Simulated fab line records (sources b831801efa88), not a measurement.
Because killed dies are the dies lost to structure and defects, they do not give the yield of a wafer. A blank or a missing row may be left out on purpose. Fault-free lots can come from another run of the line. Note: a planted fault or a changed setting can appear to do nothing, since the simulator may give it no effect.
Which of the tools did it?	flow sky130	10 lots, 30 wafers sampled, at 6 steps of a route of 708

WHAT THE GAUGES READ, wafer by wafer
SKY_CAP2M_THK_MEAS_04: measures by xrf.
lot	measured	on	CAP2M_TIN_THK (nm)
L493	day 39 20:32	filmMetro-03	198.3 198.8 199.3
L495	day 40 11:59	filmMetro-03	201.1 201.8 201.4
L498	day 42 01:13	filmMetro-03	201.1 201.6 200.5
L500	day 42 06:56	filmMetro-03	198.3 199.4 198.6
L503	day 43 02:58	filmMetro-03	198.7 200.6 199.7
L508	day 44 13:16	filmMetro-04	200.4 199.8 200.7
L509	day 44 16:11	filmMetro-04	201.3 202.3 203.6
L512	day 45 06:34	filmMetro-01	199.8 201.6 202.1
L514	day 46 00:17	filmMetro-01	198.7 201.4 199.1
L516	day 46 02:19	filmMetro-03	199.7 199.7 200.3

SKY_METAL5_RS_MEAS_05: the measuring method here is four-point-probe.
lot	measured	on	METAL5_ALCU_RS (ohm/sq)
L493	day 42 21:42	filmMetro-04	0.0274 0.0275 0.0274
L495	day 43 13:22	filmMetro-01	0.0271 0.0275 0.0275
L498	day 45 01:14	filmMetro-01	0.0273 0.0275 0.0276
L500	day 45 05:45	filmMetro-01	0.0274 0.0274 0.0273
L503	day 46 00:25	filmMetro-02	0.0269 0.0273 0.0272
L508	day 47 08:23	filmMetro-01	0.0287 0.0283 0.0287
L509	day 47 09:59	filmMetro-04	0.0288 0.0286 0.0289
L512	day 47 22:49	filmMetro-02	0.0273 0.0274 0.0275
L514	day 48 16:27	filmMetro-01	0.0270 0.0271 0.0270
L516	day 48 17:34	filmMetro-01	0.0273 0.0273 0.0272

SKY_METAL5_THK_MEAS_06: measures by xrf.
lot	measured	on	METAL5_ALCU_THK (nm)
L493	day 42 21:49	filmMetro-04	1150 1145 1141
L495	day 43 13:29	filmMetro-01	1165 1146 1149
L498	day 45 01:20	filmMetro-01	1151 1145 1140
L500	day 45 05:52	filmMetro-01	1137 1148 1139
L503	day 46 00:32	filmMetro-02	1180 1158 1163
L508	day 47 08:31	filmMetro-01	1103 1124 1105
L509	day 47 10:06	filmMetro-04	1095 1101 1093
L512	day 47 22:56	filmMetro-02	1159 1156 1156
L514	day 48 16:34	filmMetro-01	1171 1164 1176
L516	day 48 17:41	filmMetro-01	1152 1155 1155

EACH LOT AND THE TOOL THAT RAN IT (in order: tool; ch and the chambers of the sampled wafers; start)
lot	SKY_CAP2M_CVD_00	SKY_VIA4_STRIP_13	SKY_METAL5_SPUTTER_02
L493	pecvd-04 ch 0,2, day 39 20:13	plasmaAsher-04 ch 0,1, day 42 20:10	pvdSputter-03, day 42 21:35
L495	pecvd-03 ch 0,1,2, day 40 11:40	plasmaAsher-04 ch 0,1, day 43 11:38	pvdSputter-01, day 43 13:15
L498	pecvd-01 ch 1,2, day 42 00:53	plasmaAsher-03 ch 0,1, day 44 23:47	pvdSputter-03, day 45 01:05
L500	pecvd-03 ch 0,1,2, day 42 06:37	plasmaAsher-04 ch 0,1, day 45 03:50	pvdSputter-03, day 45 05:37
L503	pecvd-01 ch 0,2, day 43 02:39	plasmaAsher-01 ch 0,1, day 45 22:58	pvdSputter-01, day 46 00:17
L508	pecvd-03 ch 0,1,2, day 44 12:58	plasmaAsher-01 ch 0,1, day 47 06:26	pvdSputter-03, day 47 08:16
L509	pecvd-04 ch 0,1,2, day 44 15:52	plasmaAsher-03 ch 0,1, day 47 08:10	pvdSputter-03, day 47 09:51
L512	pecvd-04 ch 1,2, day 45 06:16	plasmaAsher-01 ch 0,1, day 47 21:22	pvdSputter-04, day 47 22:41
L514	pecvd-03 ch 0,1,2, day 45 23:58	plasmaAsher-04 ch 0,1, day 48 14:59	pvdSputter-01, day 48 16:20
L516	pecvd-01 ch 0,2, day 46 02:00	plasmaAsher-03 ch 0,1, day 48 16:05	pvdSputter-04, day 48 17:26
- SKY_CAP2M_CVD_00: deposits SiO2, target thk 15.5 nm.
- SKY_VIA4_STRIP_13: strips in O2/N2.
- SKY_METAL5_SPUTTER_02: material AlCu, target thk 1150 nm, time 61.2 s.

AS READ BY THE TOOLS THEMSELVES (means over the sampled wafers that have a number; for cases with no such wafer, the mark the record gives instead)
SKY_CAP2M_CVD_00.
lot	tool	heaterPowerW (W)
L493	pecvd-04	749
L495	pecvd-03	754
L498	pecvd-01	714
L500	pecvd-03	714
L503	pecvd-01	759
L508	pecvd-03	721
L509	pecvd-04	765
L512	pecvd-04	762
L514	pecvd-03	729
L516	pecvd-01	741

SKY_VIA4_STRIP_13.
lot	tool	drypumpMotorCurrentA (A)	n2FlowSccm (sccm)	oesProductAu (a.u.)	stripTimeToEndpointS (s)
L493	plasmaAsher-04	5.73	299.1	0.706	12.799
L495	plasmaAsher-04	5.76	300.1	0.711	12.807
L498	plasmaAsher-03	5.88	299.2	0.710	12.789
L500	plasmaAsher-04	5.77	299.5	0.709	12.817
L503	plasmaAsher-01	5.80	300.1	0.711	12.826
L508	plasmaAsher-01	5.81	298.7	0.713	12.811
L509	plasmaAsher-03	5.89	300.6	0.711	12.800
L512	plasmaAsher-01	5.81	300.8	0.713	12.790
L514	plasmaAsher-04	5.78	299.7	0.709	12.795
L516	plasmaAsher-03	5.89	300.1	0.710	12.836

SKY_METAL5_SPUTTER_02.
lot	tool	chamberPressurePa (Pa)	throttleValvePct (%)
L493	pvdSputter-03	0.3997	31.1
L495	pvdSputter-01	0.4002	30.5
L498	pvdSputter-03	0.4004	31.3
L500	pvdSputter-03	0.4001	30.3
L503	pvdSputter-01	0.3999	30.1
L508	pvdSputter-03	0.4637	28.1
L509	pvdSputter-03	0.4646	28.9
L512	pvdSputter-04	0.4000	30.0
L514	pvdSputter-01	0.4008	30.3
L516	pvdSputter-04	0.4008	29.9

THE ANSWER, worked out from the rows above alone
Rule: what is usual is taken from the lots themselves. Put in order of their means at a reading, lots are off if they are a third of the lots or fewer, leave a main group of 4 or more, and stand apart from it by a gap of 3 or more times the standard deviation of the main group's means; of several such gaps the widest counts. If all means in a main group match to the digits the tables above print for the reading, that group is not used. A lot without any number at a reading at which 4 lots or more have one is off too. All remaining lots with rows at the step are treated as sound. First the gauges in route order, then the tools' own readings, where a lot's mean is used as printed above. The first step at which some lot is off is used, and at that step the reading that is off furthest; a lot without a number counts as furthest.
Off: L508, L509, at SKY_METAL5_RS_MEAS_05 (METAL5_ALCU_RS). Mean 0.0273 ohm/sq and standard deviation 0.00014 in the main group.
A tool fits if, at a process step before that reading, it ran every lot that is off, and no sound lot after the first of them. The gauges at SKY_METAL5_RS_MEAS_05 aren't tried: what is off there is off at SKY_METAL5_SPUTTER_02 too, on other tools, and a gauge's error can't cause that. One fits: SKY_METAL5_SPUTTER_02 on pvdSputter-03. A fault onset in the window from L500 (day 45 05:37, its last sound lot) to L508 (day 47 08:16, its first lot off) fits.
The tool's own readings at SKY_METAL5_SPUTTER_02 bear it out: on the lots that are off they differ by more than 5 times the standard deviation of the sound lots' means. chamberPressurePa reads 0.4642 Pa there against 0.4002 Pa on the sound lots.

WHAT THE SIMULATOR PUT IN
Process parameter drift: pvdSputter-03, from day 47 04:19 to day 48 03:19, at SKY_METAL5_SPUTTER_02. The setting chamberPressurePa was moved by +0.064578, starting from 0.4. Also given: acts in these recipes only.
Shown lots that were struck: L508, L509. This agrees with what the rule above found.
